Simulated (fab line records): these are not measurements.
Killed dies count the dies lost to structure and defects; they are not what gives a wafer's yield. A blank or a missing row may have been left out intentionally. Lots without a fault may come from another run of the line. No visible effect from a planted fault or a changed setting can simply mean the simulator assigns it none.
One fault through the eyes of 2 desks	flow sfq line	each desk has only its own numbers; what lay behind them comes last

THE TOOL OWNER'S DESK: pvd sputter-04
The tool's own readings at SFQ_TRILAYER_M4_DEP_SPUTTER_091 (material Nb, target thk 200 nm, time 133.3 s): means of the sampled wafers that have a number, for each lot that ran on this tool. Marked OUT: a lot whose mean sits more than 4 standard deviations from the usual mean, which makes it out of limits; the brackets give that distance.
Columns: A = throttle valve pct at SFQ_TRILAYER_M4_DEP_SPUTTER_091, usual 30.1 %
lot	first seen here	A
L454	day 31 11:12	29.5
L462	day 46 22:38	30.1
L467	day 49 01:32	29.3
L469	day 50 02:02	29.5
Finding of this desk: none of the 4 lots has anything out of limits.

METROLOGY DESK
What the gauges read for every lot (on any tool): the sampled wafers with a number, averaged. Marked OUT: a lot whose mean sits more than 4 standard deviations from the usual mean, which makes it out of limits; the brackets give that distance.
Columns: A = M4_NB_RS at SFQ_M4_RS_MEAS_924, usual 0.890 ohm/sq
lot	first seen here	A
L453	day 31 00:24	0.891
L454	day 31 11:17	0.898
L455	day 39 15:22	0.888
L456	day 39 22:17	0.876
L458	day 40 06:46	0.894
L459	day 45 14:18	0.890
L461	day 46 16:12	0.869
L462	day 46 22:43	0.906
L463	day 47 17:25	0.888
L464	day 47 22:50	0.896
L467	day 49 01:41	1.393 (+39) OUT
L469	day 50 02:09	1.541 (+50) OUT
L472	day 51 09:56	0.865
L476	day 52 02:34	0.876
This desk's finding: out of limits on L467, L469; first on L467, day 49 01:41 (M4_NB_RS at SFQ_M4_RS_MEAS_924). L453, L454, L455, L456, L458, L459, L461, L462, L463, L464, L472, L476 stayed within limits.

TAKEN TOGETHER
An alarm was possible from the metrology desk at day 49 01:41, on L467, L469.
The desk of the tool owner found nothing out of limits.
The tool owner's desk has L467, L469 on record, within its limits.
Every lot named ran SFQ_TRILAYER_M4_DEP_SPUTTER_091 on pvd sputter-04.

WHAT HAD BEEN PUT IN BY THE SIMULATOR
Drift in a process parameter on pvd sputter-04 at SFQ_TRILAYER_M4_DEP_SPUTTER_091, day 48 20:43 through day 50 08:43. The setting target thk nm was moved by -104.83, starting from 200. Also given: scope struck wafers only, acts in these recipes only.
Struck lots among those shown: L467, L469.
Delay in hours, fault start to first out-of-limits reading, per desk: metrology desk 5.
